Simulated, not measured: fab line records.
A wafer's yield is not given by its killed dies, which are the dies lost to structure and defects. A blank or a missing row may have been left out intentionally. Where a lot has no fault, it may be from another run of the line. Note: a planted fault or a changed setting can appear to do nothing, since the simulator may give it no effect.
Comparing a struck lot with a sound one    flow sky130    23 steps out of a route of 708
Sound: the wafers L974.1, L974.3, L974.6. The struck wafers were L983.1, L983.5, L983.6. Last of all comes the cause.
Each step with rows lists, per side, the tool, then ch with its chambers, then its first start. Under that, the readings that differ: sound wafers    struck wafers    difference of the means    sigmas: that difference in standard deviations of wafers without a fault.
alike: same words and numbers on both sides, and readings whose means sit less than 2 such deviations apart. not compared: any withheld reading, any reading some wafer has no value for, any bound like >300 that may hide the same value, and any number with overlapping values for which the record gives no deviation.
A row with sigmas, a row that says differs or no value, or rows on one side alone: a step with any of these is where the two part. When numbers do not overlap yet have no deviation, they are printed without sigmas and do not part them. A reading missing from all wafers of one side parts the sides only when that side holds two or more wafers.

first, 8 steps without rows for these wafers: SKY_LDD_N_IMPLANT_08; SKY_LDD_N_IMPLANT_09; SKY_LDD_N_IMPLANT_10; SKY_LDD_N_IMPLANT_11; SKY_LDD_N_IMPLANT_12; SKY_LDD_N_IMPLANT_13; SKY_LDD_N_IMPLANT_14; SKY_LDD_N_IMPLANT_15.
SKY_LDD_N_STRIP_16: strips in O2/N2.
  sound on plasma-asher-03 ch 0,1, day 19 17:37; struck on plasma-asher-04 ch 0,1, day 23 14:32
  alike: drypump-motor-current-A, n2-flow-sccm, oes-product-au, strip-time-to-endpoint-s
  not compared: rf-hours-counter-h
SKY_LDD_N_TW_MEAS_17:
  struck on film-metro-02, day 23 14:38; sound on film-metro-03, day 19 17:43
reading   sound           struck          difference  sigmas
LDD_N_TW  2624 2621 2636  2521 2527 2529  -101        -3
then, 2 steps without rows for these wafers: SKY_LDD_P_DEHYDRATE_00 (time 60 s); SKY_LDD_P_HMDS_01 (prime time 60 s).
SKY_LDD_P_COAT_02: resist thk 1140 nm.
  sound on litho-track-03 ch 0, day 20 08:57; struck on litho-track-02 ch 0, day 24 05:17
reading                                     sound                 struck                difference  sigmas
spin-speed-rpm (rpm)                        2998.9 3001.9 2998.0  3299.2 3299.5 3298.6  +299.5      +99 or more
model.NOVOLAK_of_LDD_P_COAT_02.thk-nm (nm)  1135 1134 1139        1093 1089 1089        -46         
  alike: exhaust-pa
then, 3 steps without rows for these wafers: SKY_LDD_P_SOFTBAKE_03 (time 60 s); SKY_LDD_P_EXPOSE_04 (exposes mask PSDM, target cd 380 nm); SKY_LDD_P_PEB_05.
SKY_LDD_P_DEVELOP_06: develop time 60 s.
  sound on litho-track-03 ch 0, day 21 00:54; struck on litho-track-02 ch 0, day 24 20:38
reading                                     sound           struck          difference  sigmas
model.NOVOLAK_of_LDD_P_COAT_02.thk-nm (nm)  1135 1134 1138  1092 1089 1089  -46         
  alike: exhaust-pa
SKY_LDD_P_CD_MEAS_07: target cd 380 nm.
  struck on cd-sem-01, day 24 20:47; sound on cd-sem-02, day 21 01:03
reading     sound              struck             difference  sigmas
cd-nm (nm)  378.6 379.0 375.4  383.2 383.2 383.8  +5.7        +2
SKY_LDD_P_OVL_MEAS_08:
  struck on overlay-01, day 24 20:54; sound on overlay-01, day 21 01:10
  alike: LDD_P_OVL
following that, these wafers have no rows for 1 step: SKY_LDD_P_IMPLANT_09.
SKY_LDD_P_STRIP_10: strips in O2/N2.
  sound on plasma-asher-01 ch 0,1, day 21 01:22; struck on plasma-asher-03 ch 0,1, day 24 21:05
reading                       sound              struck             difference  sigmas
strip-time-to-endpoint-s (s)  14.11 14.10 14.16  13.61 13.58 13.58  -0.53       -13
  alike: drypump-motor-current-A, n2-flow-sccm, oes-product-au
  not compared: rf-hours-counter-h
SKY_LDD_P_TW_MEAS_11:
  struck on film-metro-04, day 24 21:11; sound on film-metro-01, day 21 01:28
  alike: LDD_P_TW
following that, these wafers have no rows for 1 step: SKY_PAD_OPEN_PROBE_99.

## WHERE THEY PART
Earliest at SKY_LDD_N_TW_MEAS_17; latest, in this record, at SKY_LDD_P_STRIP_10. Later steps at which nothing parts them and some readings are alike: SKY_LDD_P_TW_MEAS_11.

WHY: what the simulator had put in
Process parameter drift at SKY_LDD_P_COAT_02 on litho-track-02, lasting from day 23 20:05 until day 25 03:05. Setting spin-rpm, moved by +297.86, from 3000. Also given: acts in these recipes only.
